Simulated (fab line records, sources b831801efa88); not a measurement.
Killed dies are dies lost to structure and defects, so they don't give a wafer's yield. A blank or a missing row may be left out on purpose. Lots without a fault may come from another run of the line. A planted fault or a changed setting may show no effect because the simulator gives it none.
Problem report in the 8D (eight disciplines) form, filled by code | flow gf180mcu | the parts of the form that need people (team, actions taken, sign-off) are left out

1. THE PROBLEM
oes_product_au at GF_M3_METAL_ETCH_16 reads a mean of 0.754 a.u. on 2 wafers of 2 lots; wafers without a fault read 0.990 a.u. with a standard deviation of 0.0079. That is -30 standard deviations from the usual mean.
The step: etches the open film in Cl2/BCl3, stops on SiO2, target depth 750.8 nm, time 125.1 s.
First seen on wafer L627.6, day 24 06:26, on rie_metal-02. The record holds 41 wafers of 14 lots with a number at this step. Rule for "out", or "out of limits": more than 4 standard deviations from the usual mean. The other wafers with a number count as sound.

2. WHAT IT IS AND WHAT IT IS NOT
question                    | is                                 | is not
which readings at this step | oes_product_au, throttle_valve_pct | bias_w, drypump_motor_current_A
which lots                  | L627, L630                         | L619, L620, L621, L623, L624, L626, L637, L638, L639, L640, L641, L642
which wafers of those lots  | L627.6, L630.5                     | L627.4, L630.1, L630.4
read on which tools         | rie_metal-02                       | rie_metal-01, rie_metal-04
when                        | from day 24 06:26                  | up to then (19 sound wafers); but 20 sound wafers of L630, L637, L638, L639, L640, L641, L642 came after

3. SUSPECTS, AND WHAT RULES EACH OUT
Counting: a tool at a process step up to the reading stays a suspect if it ran every lot that is out. Sound lots after the first of them don't rule it out here, since some wafers of a struck lot are sound.
- rie_metal-02 at GF_M3_METAL_ETCH_16 (etches the open film in Cl2/BCl3, stops on SiO2, target depth 750.8 nm, time 125.1 s): kept. It ran every lot that is out, first L627 (day 24 06:26); its last sound lot up to then is L626 (day 23 22:37). Its own readings are out on those wafers: oes_product_au, throttle_valve_pct.
Left after counting: rie_metal-02 at GF_M3_METAL_ETCH_16.

4. THE CAUSE (what the simulator had put in)
Process parameter drift: rie_metal-02, from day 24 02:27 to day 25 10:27, at GF_M3_METAL_ETCH_16. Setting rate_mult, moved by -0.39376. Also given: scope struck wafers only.
Counting left only this tool.

5. THE CHAIN OF EFFECTS, in route order
Each row: a reading whose mean over the struck wafers that have a number lies more than 3 standard deviations from the usual. Only readings for which the record gives a usual standard deviation are gone through. hours: the time from each lot's start at the first step in this table that gives one to its start at this step, as a median over the lots. sigmas: the change in usual standard deviations.
hours | step                | reading                  | usual      | on struck wafers | change | sigmas
0     | GF_M3_METAL_ETCH_16 | oes_product_au           | 0.990 a.u. | 0.754            | -0.236 | -30
0     | GF_M3_METAL_ETCH_16 | throttle_valve_pct       | 28.229 %   | 28.466           | +0.238 | +22
0     | GF_M3_STRIP_17      | oes_product_au           | 0.538 a.u. | 0.577            | +0.039 | +8.0
0     | GF_M3_STRIP_17      | strip_time_to_endpoint_s | 7.39 s     | 8.50             | +1.11  | +18
The process steps in it:
- GF_M3_METAL_ETCH_16: etches the open film in Cl2/BCl3, stops on SiO2, target depth 750.8 nm, time 125.1 s.
- GF_M3_STRIP_17: strips in O2/N2.

6. WHAT WOULD HAVE CAUGHT IT SOONER
In this record the first reading out of limits was taken at day 24 06:26, 4 hours after the fault began at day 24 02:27.
